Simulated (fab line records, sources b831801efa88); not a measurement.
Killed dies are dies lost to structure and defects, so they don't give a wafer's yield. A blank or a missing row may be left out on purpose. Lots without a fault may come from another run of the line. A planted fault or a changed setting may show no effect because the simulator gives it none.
fab line records | flow sky130
record lots=12 wafers=36 last_day=49
route steps=708 shown VT_ADJUST_HVTR@139 LDD_HVP@280 POLY_CUT@319 LOCAL_INTERCONNECT@388
lots that met no fault: from a run of the same line without faults
start_h: hours from the record's first day to the start of the lot's first wafer shown | wait_h: hours since the lot's step before | " the same as in the row above | L1.1+2: a row that stands for several wafers | - no value, or no start given | * or withheld: withheld | < > ~ a bound
route shown NAME@n: a module of which the file shows steps, and the number in the route of the first | usual: mean/standard deviation of fault-free wafers | same: alike in all rows | chamber/n: place in a boat | sites: the reading at each site | _std_site: their standard deviation | _edge_site: outer sites' mean less inner sites' | radius_mm: how far each site lies from the wafer's centre | mask NAME#n: copy n | behind: the tool/chamber that last shaped the wafer | hold: why the lot was held/for how many hours/how that ended | device: the transistor (n, p or np) that didn't switch | end of line: the same wafers' tests at the end of the route | a step without rows: its recipe alone | killed: dies lost to structure and defects at the first sort, not the wafer's yield | map: a wafer's dies, x killed, . not, _ none there
set.NAME: the setting as run; set.NAME@STEP: as run at that earlier step | model.NAME: the simulator's own value behind a step, which no gauge read
steps of the route over a sample of lots; a table a step, a row a wafer
services: from which hour (start_h, from the record's first day; less than 0 if before it) a tool's chamber was out of use, for how many hours, and why
## steps
# step SKY_VT_ADJUST_HVTR_OVL_MEAS_08
# usual VT_ADJUST_HVTR_OVL=1.0/1.4
# columns lot.wafer tool chamber start_h wait_h VT_ADJUST_HVTR_OVL[nm]
L969.1 overlay-02 - 206.32 0.1 2.3
L969.4 " - " " 3.6
L969.5 " - " " 1.9
L970.2 overlay-02 - 219.78 0.1 3.4
L970.5 " - " " 0.8
L970.6 " - " " 1.2
L973.1 overlay-02 - 238.12 0.1 2.9
L973.3 " - " " 3.4
L973.6 " - " " 2.2
L975.1 overlay-01 - 259.23 0.1 2.2
L975.2 " - " " 0.9
L975.5 " - " " 0.8
L976.3 overlay-02 - 263.18 0.1 1.5
L976.4 " - " " 1.0
L976.5 " - " " 2.4
L978.1 overlay-02 - 278.28 0.1 1.2
L978.2 " - " " 1.0
L978.4 " - " " 1.4
L979.3 overlay-01 - 283.64 0.1 0.7
L979.4 " - " " 1.6
L979.6 " - " " 2.2
L980.1 overlay-02 - 293.02 0.1 2.8
L980.4 " - " " 0.5
L980.6 " - " " 3.3
L981.1 overlay-01 - 300.82 0.1 -2.7
L981.4 " - " " -0.4
L981.5 " - " " -2.4
L983.1 overlay-02 - 312.87 0.1 1.7
L983.2 " - " " 1.1
L983.3 " - " " -0.4
L987.2 overlay-02 - 340.69 0.1 0.3
L987.3 " - " " 1.4
L987.6 " - " " 2.0
L988.1 overlay-01 - 350.87 0.1 -2.0
L988.2 " - " " -1.3
L988.3 " - " " -1.6
# step SKY_LDD_HVP_COAT_02
# recipe resist=NOVOLAK spin_rpm=3000 resist_thk_nm=300
# usual spin_speed_rpm=2999.7/2.2
# columns lot.wafer tool chamber start_h wait_h spin_speed_rpm
L969.1 litho_track-04 0 481.95 0.1 3003.2
L969.4 " 0 " " 3000.3
L969.5 " 0 " " 3000.2
L970.2 litho_track-02 0 501.97 0.1 2997.0
L970.5 " 0 " " 2996.1
L970.6 " 0 " " 2998.3
L973.1 litho_track-02 0 523.69 0.1 3001.8
L973.3 " 0 " " 3001.6
L973.6 " 0 " " 2999.9
L975.1 litho_track-04 0 553.25 0.1 2998.3
L975.2 " 0 " " 3000.0
L975.5 " 0 " " 3005.2
L976.3 litho_track-02 0 553.99 0.1 3002.7
L976.4 " 0 " " 3001.6
L976.5 " 0 " " 2997.6
L978.1 litho_track-01 0 569.41 0.1 2999.3
L978.2 " 0 " " 3000.0
L978.4 " 0 " " 2997.1
L979.3 litho_track-01 0 578.76 0.1 3001.0
L979.4 " 0 " " 3003.3
L979.6 " 0 " " 3000.9
L980.1 litho_track-02 0 586.14 0.1 3002.3
L980.4 " 0 " " 2999.5
L980.6 " 0 " " 3000.2
L981.1 litho_track-04 0 592.20 0.1 3000.6
L981.4 " 0 " " 2995.1
L981.5 " 0 " " 2998.7
L983.1 litho_track-04 0 607.90 0.1 2998.2
L983.2 " 0 " " 2998.4
L983.3 " 0 " " 2999.2
L987.2 litho_track-04 0 640.37 0.1 2746.2
L987.3 " 0 " " 2745.2
L987.6 " 0 " " 2746.1
L988.1 litho_track-04 0 650.15 0.1 2748.5
L988.2 " 0 " " 2752.7
L988.3 " 0 " " 2747.8
# step SKY_LDD_HVP_STRIP_09
# recipe chemistry=O2/N2 power_w=1400 pressure_mtorr=1500 platen_temp_c=withheld o2_flow_sccm=3000 n2_flow_sccm=300 overash_fraction=0.5
# usual drypump_motor_current_A=5.8/0.5 oes_product_au=0.409/0.0046 strip_time_to_endpoint_s=4.129/0.015
# columns lot.wafer tool chamber start_h wait_h drypump_motor_current_A oes_product_au rf_hours_counter_h strip_time_to_endpoint_s
L969.1 plasma_asher-04 1 497.33 0.1 5.5 0.406 64 4.117
L969.4 " 1 " " 5.4 0.411 - 4.132
L969.5 " 1 " " 5.4 0.410 - 4.129
L970.2 plasma_asher-04 1 517.58 0.1 5.5 0.401 65 4.112
L970.5 " 1 " " 5.5 0.414 - 4.128
L970.6 " 0 " " 6.3 0.407 - 4.132
L973.1 plasma_asher-02 1 538.85 0.1 5.8 0.409 87 4.151
L973.3 " 1 " " 5.8 0.410 - 4.145
L973.6 " 1 " " 5.8 0.407 - 4.122
L975.1 plasma_asher-02 0 568.40 0.1 6.2 0.417 90 4.126
L975.2 " 1 " " 5.9 0.407 90 4.130
L975.5 " 1 " " 5.8 0.409 - 4.115
L976.3 plasma_asher-03 1 569.26 0.1 4.7 0.421 - 4.146
L976.4 " 0 " " 5.7 0.413 - 4.134
L976.5 " 1 " " 4.7 0.411 - 4.159
L978.1 plasma_asher-02 1 584.98 0.1 5.8 0.408 92 4.141
L978.2 " 0 " " 6.2 0.401 92 4.124
L978.4 " 0 " " 6.2 0.409 - 4.104
L979.3 plasma_asher-03 1 593.03 0.1 4.6 0.407 - 4.114
L979.4 " 0 " " 5.7 0.410 - 4.118
L979.6 " 0 " " 5.7 0.410 - 4.115
L980.1 plasma_asher-02 1 600.43 0.1 5.8 0.413 94 4.108
L980.4 " 1 " " 5.8 0.406 - 4.126
L980.6 " 1 " " 5.8 0.403 - 4.134
L981.1 plasma_asher-03 0 607.28 0.1 5.7 0.408 49 4.122
L981.4 " 0 " " 5.7 0.409 - 4.138
L981.5 " 1 " " 4.7 0.400 - 4.141
L983.1 plasma_asher-02 1 622.55 0.1 5.8 0.415 96 4.136
L983.2 " 0 " " 6.2 0.419 96 4.138
L983.3 " 0 " " 6.2 0.417 - 4.160
L987.2 plasma_asher-03 0 654.84 0.1 5.7 0.407 53 4.325
L987.3 " 0 " " 5.7 0.418 - 4.300
L987.6 " 0 " " 5.7 0.416 - 4.324
L988.1 plasma_asher-02 1 664.50 0.1 5.8 0.409 101 4.306
L988.2 " 0 " " 6.2 0.416 101 4.308
L988.3 " 0 " " 6.2 0.409 - 4.297
# step SKY_POLY_CUT_STRIP_12
# recipe chemistry=O2/N2 power_w=1400 pressure_mtorr=1500 platen_temp_c=withheld o2_flow_sccm=3000 n2_flow_sccm=300 overash_fraction=0.5
# usual drypump_motor_current_A=5.4/0.54 oes_product_au=0.452/0.0044 strip_time_to_endpoint_s=5.351/0.016
# columns lot.wafer tool chamber start_h wait_h drypump_motor_current_A oes_product_au rf_hours_counter_h strip_time_to_endpoint_s
L969.1 plasma_asher-01 1 560.00 0.0 5.5 0.452 13 5.345
L969.4 " 1 " " 5.5 0.451 - 5.346
L969.5 " 1 " " 5.5 0.453 - 5.350
L970.2 plasma_asher-04 0 580.13 0.0 6.3 0.448 71 5.319
L970.5 " 0 " " 6.3 0.457 - 5.337
L970.6 " 1 " " 5.5 0.447 - 5.321
L973.1 plasma_asher-04 1 600.18 0.0 5.5 0.456 74 5.340
L973.3 " 0 " " 6.3 0.463 - 5.372
L973.6 " 1 " " 5.5 0.457 - 5.359
L975.1 plasma_asher-03 1 629.70 0.0 4.7 0.451 51 5.385
L975.2 " 0 " " 5.7 0.453 51 5.350
L975.5 " 1 " " 4.7 0.450 - 5.388
L976.3 plasma_asher-01 0 631.47 0.1 5.0 0.453 - 5.345
L976.4 " 1 " " 5.5 0.453 - 5.363
L976.5 " 0 " " 4.9 0.447 - 5.354
L978.1 plasma_asher-03 0 645.20 0.0 5.7 0.451 52 5.336
L978.2 " 1 " " 4.6 0.456 52 5.368
L978.4 " 0 " " 5.7 0.458 - 5.340
L979.3 plasma_asher-03 1 653.02 0.1 4.7 0.455 - 5.357
L979.4 " 0 " " 5.7 0.453 - 5.326
L979.6 " 1 " " 4.7 0.449 - 5.340
L980.1 plasma_asher-04 1 659.63 0.0 5.5 0.446 79 5.368
L980.4 " 0 " " 6.3 0.458 - 5.383
L980.6 " 1 " " 5.5 0.453 - 5.353
L981.1 plasma_asher-04 1 667.08 0.0 5.5 0.450 80 5.371
L981.4 " 1 " " 5.4 0.447 - 5.374
L981.5 " 0 " " 6.3 0.452 - 5.371
L983.1 plasma_asher-03 1 680.59 0.0 4.6 0.452 56 5.350
L983.2 " 0 " " 5.8 0.449 56 5.324
L983.3 " 1 " " 4.6 0.444 - 5.324
L987.2 plasma_asher-01 0 712.79 0.0 4.9 0.454 28 5.347
L987.3 " 0 " " 4.9 0.453 - 5.347
L987.6 " 0 " " 4.9 0.450 - 5.333
L988.1 plasma_asher-03 1 722.04 0.0 4.6 0.456 60 5.355
L988.2 " 0 " " 5.7 0.453 60 5.346
L988.3 " 0 " " 5.7 0.445 - 5.339
# step SKY_LOCAL_INTERCONNECT_RS_MEAS_01
# recipe thk_meas_gauge=four-point-probe reads=TiN_of_LOCAL_INTERCONNECT_SPUTTER_00
# usual LOCAL_INTERCONNECT_TIN_RS=14.08/0.15
# columns lot.wafer tool chamber start_h wait_h LOCAL_INTERCONNECT_TIN_RS[ohm/sq]
L969.1 film_metro-03 - 678.73 0.0 14.26
L969.4 " - " " 14.12
L969.5 " - " " 14.22
L970.2 film_metro-01 - 695.75 0.1 14.00
L970.5 " - " " 13.86
L970.6 " - " " 13.78
L973.1 film_metro-01 - 715.50 0.0 14.06
L973.3 " - " " 14.14
L973.6 " - " " 14.21
L975.1 film_metro-04 - 744.13 0.0 13.99
L975.2 " - " " 13.99
L975.5 " - " " 13.97
L976.3 film_metro-03 - 745.98 0.1 13.85
L976.4 " - " " 13.71
L976.5 " - " " 13.79
L978.1 film_metro-03 - 757.86 0.0 14.18
L978.2 " - " " 14.26
L978.4 " - " " 14.25
L979.3 film_metro-01 - 766.47 0.1 14.15
L979.4 " - " " 14.08
L979.6 " - " " 14.05
L980.1 film_metro-01 - 773.88 0.0 13.99
L980.4 " - " " 14.16
L980.6 " - " " 14.01
L981.1 film_metro-03 - 779.63 0.0 14.21
L981.4 " - " " 14.17
L981.5 " - " " 14.14
L983.1 film_metro-04 - 791.83 0.0 13.80
L983.2 " - " " 13.86
L983.3 " - " " 13.89
L987.2 film_metro-04 - 822.45 0.1 14.06
L987.3 " - " " 14.00
L987.6 " - " " 14.01
L988.1 film_metro-01 - 830.88 0.0 14.51
L988.2 " - " " 14.38
L988.3 " - " " 14.37
## services
# columns tool chamber start_h hours kind
plasma_asher-03 - 463.79 1.7 repair
plasma_asher-03 - 471.92 1.0 repair
plasma_asher-04 - 490.14 3.5 repair
plasma_asher-03 - 496.46 1.6 repair
plasma_asher-01 - 518.74 0.4 repair
plasma_asher-03 - 647.33 4.4 repair
plasma_asher-04 - 650.03 8.3 repair
plasma_asher-03 - 660.19 2.8 pm
plasma_asher-02 - 680.79 1.9 repair
plasma_asher-04 - 719.60 3.7 repair
## key
first_sign step=SKY_LDD_HVP_COAT_02 reading=spin_speed_rpm direction=down sigmas=99+ usual=2999.7 struck=2747.7
effect step=SKY_LDD_HVP_STRIP_09 reading=strip_time_to_endpoint_s direction=up sigmas=12 usual=* struck=*
met_at SKY_LDD_HVP_COAT_02
struck_lots L987,L988
tester_left_out L987,L988
not_acting_at SKY_VT_ADJUST_HVTR_OVL_MEAS_08,SKY_POLY_CUT_STRIP_12,SKY_LOCAL_INTERCONNECT_RS_MEAS_01
onset_between 607.90 640.37
fault kind=process_parameter_drift tool=litho_track-04 chamber=- onset_h=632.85 steps=SKY_LDD_HVP_COAT_02 channel=spin_rpm offset=-251.46 shape=step end_h=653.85 acts_in=these_recipes_only stated=3000
# tester_left_out: of these lots the tester's yield and bins aren't shown, on N5 and GAA mostly nor the transistor test; their killed dies are dies lost to structure and defects alone, not to doping, threshold or leakage, so they don't give the yield
